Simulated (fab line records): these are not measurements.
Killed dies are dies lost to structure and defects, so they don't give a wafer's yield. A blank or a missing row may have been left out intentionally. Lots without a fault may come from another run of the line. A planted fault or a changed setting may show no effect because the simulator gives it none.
One fault through the eyes of 2 desks + flow gf180mcu + every desk sees just its own numbers, and what lay behind them comes last

== TOOL OWNER'S DESK, implanter-02 ==
For each lot that ran on this tool, the mean over its sampled wafers that have a number, from the tool's own readings at GF_VT_IMPLANT_IMPLANT_19. Any lot whose mean is over 4 standard deviations away from the usual mean is out of limits and marked OUT; that distance is given in the brackets.
Columns: A = dose-ions-cm2 at GF_VT_IMPLANT_IMPLANT_19, usual 4.35e+12; B = faraday-current-uA at GF_VT_IMPLANT_IMPLANT_19, usual 24.5
| lot  | first seen here | A                          | B              |
|------|-----------------|----------------------------|----------------|
| L383 | day 6 06:59     | 4.35e+12                   | 24.1           |
| L385 | day 6 17:04     | 4.35e+12                   | 24.9           |
| L387 | day 7 07:20     | 4.35e+12                   | 24.8           |
| L391 | day 8 08:29     | 3.15e+12 (-99 or more) OUT | 17.6 (-14) OUT |
| L394 | day 9 04:02     | 3.16e+12 (-99 or more) OUT | 17.8 (-14) OUT |
| L404 | day 11 19:59    | 4.35e+12                   | 24.2           |
| L405 | day 12 01:08    | 4.35e+12                   | 23.9           |
This desk's verdict: out of limits on L391, L394, starting with L391 at day 8 08:29 (dose-ions-cm2 at GF_VT_IMPLANT_IMPLANT_19). L383, L385, L387, L404, L405 stayed within limits.

== METROLOGY DESK ==
Lot by lot, what the gauges showed, no matter which tool ran the lot: averages of those sampled wafers that carry a number. Any lot whose mean is over 4 standard deviations away from the usual mean is out of limits and marked OUT; that distance is given in the brackets.
Columns: A = VT_IMPLANT_01_OVL at GF_VT_IMPLANT_OVL_MEAS_18, usual -0.1 nm; B = VT_IMPLANT_2_TW at GF_VT_IMPLANT_TW_MEAS_21, usual 1204; C = VT_IMPLANT_03_OVL at GF_VT_IMPLANT_OVL_MEAS_40, usual -1.5 nm
| lot  | first seen here | A    | B               | C    |
|------|-----------------|------|-----------------|------|
| L383 | day 6 06:56     | -0.3 | 1218            | -2.0 |
| L384 | day 6 11:58     | -1.5 | 1215            | -1.6 |
| L385 | day 6 17:01     | 1.8  | 1192            | -0.7 |
| L387 | day 7 07:16     | -0.4 | 1210            | -2.9 |
| L391 | day 8 08:28     | 2.3  | 1103 (-7.8) OUT | -0.1 |
| L394 | day 9 03:58     | -2.2 | 1098 (-8.2) OUT | 0.3  |
| L398 | day 10 04:15    | -0.5 | 1192            | -1.1 |
| L399 | day 10 14:01    | -1.0 | 1212            | -1.9 |
| L400 | day 10 18:13    | 1.0  | 1198            | -1.2 |
| L401 | day 11 02:39    | 0.7  | 1189            | -0.3 |
| L404 | day 11 19:57    | -2.3 | 1190            | -2.1 |
| L405 | day 12 01:04    | 0.0  | 1190            | -1.7 |
| L406 | day 12 07:38    | 1.0  | 1224            | -1.2 |
This desk's finding: out of limits on L391, L394; first on L391, day 8 08:44 (VT_IMPLANT_2_TW at GF_VT_IMPLANT_TW_MEAS_21). L383, L384, L385, L387, L398, L399, L400, L401, L404, L405, L406 stayed within limits.

== ALL TOGETHER ==
On L391, L394, at day 8 08:29, an alarm was possible from the tool owner's desk.
The metrology desk could have raised an alarm at day 8 08:44, on L391, L394.
All the named lots went through GF_VT_IMPLANT_IMPLANT_19 on implanter-02.

== WHAT THE SIMULATOR PUT IN ==
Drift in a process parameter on implanter-02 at GF_VT_IMPLANT_IMPLANT_19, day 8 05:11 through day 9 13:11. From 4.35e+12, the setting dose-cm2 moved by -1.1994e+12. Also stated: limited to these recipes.
Struck lots among those shown: L391, L394.
Delay (hours) between the fault's onset and each desk's first out-of-limits reading: 3 at the tool owner's desk, 4 at the metrology desk.
